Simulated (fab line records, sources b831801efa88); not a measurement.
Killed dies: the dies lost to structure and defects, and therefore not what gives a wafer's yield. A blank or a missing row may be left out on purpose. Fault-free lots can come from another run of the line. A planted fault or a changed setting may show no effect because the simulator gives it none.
Problem report, 8D (eight disciplines) form, completed by code :: flow sfqLine :: the parts of the form that need people (team, actions taken, sign-off) are left out

== 1. THE PROBLEM ==
cathodeDcPowerW at SFQ_TRILAYER_M1_DEP_SPUTTER_037 reads a mean of 2054.4 W on 6 wafers of 2 lots; wafers without a fault read 2000.0 W with a standard deviation of 0.33. So: +99 or more standard deviations from the usual mean.
The step: material Nb, target thk 200 nm, time 133.3 s.
First seen on wafer L613.2, day 16 10:49, on pvdSputter-06. The record holds 42 wafers of 14 lots with a number at this step. Rule for "out", or "out of limits": more than 4 standard deviations from the usual mean. Any other wafer with a number is counted as sound.

== 2. WHAT IT IS, AND WHAT IT ISN'T ==
question: which readings at this step
is: cathodeDcPowerW
is not: chamberPressurePa, throttleValvePct

question: which lots
is: L613, L615
is not: L593, L594, L595, L596, L598, L599, L601, L602, L603, L604, L606, L616

question: which wafers of those lots
is: all that have a number
is not: -

question: read on which tools
is: pvdSputter-06
is not: pvdSputter-03, pvdSputter-04

question: when
is: from day 16 10:49
is not: up to then (33 sound wafers); but 3 sound wafers of L616 came after

== 3. SUSPECTS, AND WHAT RULES EACH OUT ==
Counting: any tool at a process step up to the reading is kept as a suspect provided that every lot that is out went through it and no sound lot did after the first of them.
- pvdSputter-06 at SFQ_TRILAYER_M1_DEP_SPUTTER_037 (material Nb, target thk 200 nm, time 133.3 s): kept. All lots that are out passed through it, beginning with L613 at day 16 10:49, and no sound lot followed; its final sound lot before that point was L604 at day 13 13:13. Out on those wafers are its own readings of cathodeDcPowerW.
Left after counting: pvdSputter-06 at SFQ_TRILAYER_M1_DEP_SPUTTER_037.

== 4. THE CAUSE (what the simulator had put in) ==
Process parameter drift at SFQ_TRILAYER_M1_DEP_SPUTTER_037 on pvdSputter-06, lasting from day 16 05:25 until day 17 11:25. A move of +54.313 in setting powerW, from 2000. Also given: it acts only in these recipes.
Counting left only this tool.

== 5. THE EFFECT CHAIN, in route order ==
One row per reading whose mean, taken over the struck wafers that have a number, lies over 3 standard deviations from the usual. Scope: only readings with a usual standard deviation given in the record; hours: median across lots of the time from each lot's start at the first step in this table that gives one to its start at this step; sigmas: change in usual standard deviations.
hours: 0
step: SFQ_TRILAYER_M1_DEP_SPUTTER_037
reading: cathodeDcPowerW
usual: 2000.0 W
on struck wafers: 2054.4
change: +54.4
sigmas: +99 or more
Its process steps:
- SFQ_TRILAYER_M1_DEP_SPUTTER_037: material Nb, target thk 200 nm, time 133.3 s.

== 6. HOW IT WOULD HAVE BEEN CAUGHT EARLIER ==
First out-of-limits reading in this record: day 16 10:49, which is 5 hours after fault onset at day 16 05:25.
